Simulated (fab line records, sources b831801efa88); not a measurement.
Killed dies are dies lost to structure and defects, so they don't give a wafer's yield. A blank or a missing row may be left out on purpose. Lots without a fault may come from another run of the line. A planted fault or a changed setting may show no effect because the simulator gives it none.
A struck lot beside a sound one | flow sfq_line | 13 steps out of a route of 325
Sound: wafers L154.2, L154.3, L154.4. Struck: wafers L151.3, L151.4, L151.5. The cause comes at the end.
At each step with rows: each side's tool, then ch and its chambers, then its first start. Under that, the readings that differ: sound wafers | struck wafers | difference of the means | sigmas: that difference in standard deviations of wafers without a fault.
alike: readings whose means differ by less than 2 such deviations, and words and numbers that are the same on both sides. not compared: withheld readings, readings that some wafer has no value for, bounds like >300 that may hide the same value, and numbers for which the record gives no deviation and whose values overlap.
The two part at a step that has a row with sigmas, a row that says differs or no value, or rows on one side only. Numbers that don't overlap but have no deviation are shown without sigmas and don't part them. A reading that every wafer of one side lacks parts them only if that side has two wafers or more.

SFQ_TRILAYER_I0_VIA_BARC_OPEN_VIA_ETCH_046: etches BARC in O2, target depth 125 nm, time 41.7 s.
  sound on rie_diel-03 ch 0,2,3, day 21 20:44; struck on rie_diel-03 ch 0,3, day 20 23:08
  alike: drypump_motor_current_A, oes_product_au
  not compared: rf_hours_counter_h
SFQ_TRILAYER_I0_VIA_ETCH_VIA_ETCH_034: etches SiO2 in CHF3, stops on Nb, target depth 260 nm.
  sound on rie_diel-03 ch 0,2,3, day 21 20:47; struck on rie_diel-03 ch 0,3, day 20 23:11
  alike: drypump_motor_current_A, oes_product_au
SFQ_TRILAYER_I0_VIA_STRIP_STRIP_035: strips in O2.
  sound on rie_metal-01 ch 1, day 21 21:05; struck on rie_metal-03 ch 0,1, day 20 23:29
  reading                     | sound       | struck      | difference | sigmas
  drypump_motor_current_A (A) | 5.6 5.6 5.6 | 6.0 6.4 6.4 | +0.7       | +2
  alike: oes_product_au
  not compared: rf_hours_counter_h
then, 2 steps without rows for these wafers: SFQ_TRILAYER_I0_VIA_STRIP_SOLV_CLEAN_036 (cleans in NMP, time 600 s); SFQ_TRILAYER_M1_DEP_PRE_CLEAN_038 (time 22.5 s).
SFQ_TRILAYER_M1_DEP_SPUTTER_037: material Nb, target thk 200 nm, time 133.3 s.
  sound on pvd_sputter-06, day 21 22:17; struck on pvd_sputter-05, day 21 00:05
  alike: base_pressure_pa, throttle_valve_pct
SFQ_M1_RS_MEAS_909: measures by four-point-probe.
  sound on film_metro-01, day 21 22:25; struck on film_metro-03, day 21 00:14
  alike: M1_NB_RS
then, 4 steps without rows for these wafers: SFQ_TRILAYER_M1_LITHO_COAT_044 (resist thk 62 nm); SFQ_TRILAYER_M1_LITHO_COAT_039 (resist thk 600 nm); SFQ_TRILAYER_M1_LITHO_SOFTBAKE_043; SFQ_TRILAYER_M1_LITHO_EXPOSE_040 (exposes mask M1, target cd 500 nm).
-- the record jumps here: 6 days lie between the struck wafers' starts before and after --
SFQ_TRILAYER_M1_LITHO_PEB_042: peb time 60 s.
  sound on litho_track-03 ch 0, day 27 22:38; struck on litho_track-03, day 27 05:03
  no value came back on the struck wafers for chill_plate_temp_C (C), exhaust_pa (Pa), peb_time_s (s); on the sound wafers chill_plate_temp_C (C) reads 22.85 23.13 22.96
then, 1 step without rows for these wafers: SFQ_TRILAYER_M1_LITHO_DEVELOP_041 (time 60 s).

WHERE THEY PART
First at SFQ_TRILAYER_I0_VIA_STRIP_STRIP_035; last, within this record, at SFQ_TRILAYER_M1_LITHO_PEB_042.

WHY: what the simulator had put in
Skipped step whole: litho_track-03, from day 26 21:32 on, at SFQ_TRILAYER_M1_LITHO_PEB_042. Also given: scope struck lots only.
